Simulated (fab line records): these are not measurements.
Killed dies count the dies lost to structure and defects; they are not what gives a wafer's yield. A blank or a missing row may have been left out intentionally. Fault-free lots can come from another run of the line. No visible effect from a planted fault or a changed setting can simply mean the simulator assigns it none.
One fault through the eyes of 2 desks -- flow sky130 -- every desk sees just its own numbers, and what lay behind them comes last

== METROLOGY DESK ==
Means of the sampled wafers that have a number, per lot and without regard to the tool the lot ran on: this is what the gauges read. A lot is out of limits, marked OUT, if its mean lies more than 4 standard deviations from the usual mean; the brackets give that distance.
Columns: A = LOCAL_INTERCONNECT_TIN_RS at SKY_LOCAL_INTERCONNECT_RS_MEAS_01, usual 14.11 ohm/sq; B = LOCAL_INTERCONNECT_TIN_THK at SKY_LOCAL_INTERCONNECT_THK_MEAS_02, usual 99.7 nm; C = CONTACT_HDPCVD_THK at SKY_CONTACT_THK_MEAS_03, usual 576 nm
lot,first seen here,A,B,C
L699,day 29 06:52,13.89,100.8,581
L702,day 30 04:42,14.14,99.5,580
L703,day 30 21:14,14.26,98.5,576
L704,day 31 18:41,14.06,99.3,574
L706,day 31 21:47,14.33,98.7,576
L710,day 33 09:19,15.14 (+6.1) OUT,95.1,574
L712,day 33 19:19,13.74,103.4,570
L711,day 34 02:47,14.05,99.7,570
L713,day 34 11:56,15.09 (+5.8) OUT,94.5 (-4.0) OUT,578
L720,day 36 10:20,14.07,99.9,578
This desk's result: L710, L713 out of limits, first on L710 (LOCAL_INTERCONNECT_TIN_RS at SKY_LOCAL_INTERCONNECT_RS_MEAS_01), day 33 09:19. In limits: L699, L702, L703, L704, L706, L712, L711, L720.

== DESK OF THE TOOL OWNER: pvdSputter-04 ==
At SKY_LOCAL_INTERCONNECT_SPUTTER_00 (material TiN, target thk 100 nm, time 83.3 s) the tool's own readings: per lot run on this tool, the mean of the sampled wafers that have a number. A lot is out of limits, marked OUT, if its mean lies more than 4 standard deviations from the usual mean; the brackets give that distance.
Columns: A = throttleValvePct at SKY_LOCAL_INTERCONNECT_SPUTTER_00, usual 29.3 %
lot,first seen here,A
L703,day 30 21:10,29.6
L704,day 31 18:38,29.2
L706,day 31 21:41,29.8
L710,day 33 09:16,30.0
L713,day 34 11:51,30.3
This desk's finding: nothing out of limits on any of the 5 lots.

== PUT TOGETHER ==
An alarm was possible from the metrology desk at day 33 09:19, on L710, L713.
The tool owner's desk saw nothing out of limits.
On record at the tool owner's desk: L710, L713, within its limits.
Every lot named ran SKY_LOCAL_INTERCONNECT_SPUTTER_00 on pvdSputter-04.

== WHAT THE SIMULATOR HAD PUT IN ==
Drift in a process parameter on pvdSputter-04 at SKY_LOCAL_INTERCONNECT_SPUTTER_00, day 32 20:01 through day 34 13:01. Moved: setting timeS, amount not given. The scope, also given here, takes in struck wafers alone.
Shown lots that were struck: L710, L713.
Per desk, hours elapsed from the start of the fault to the first reading out of limits: for the metrology desk, 13.
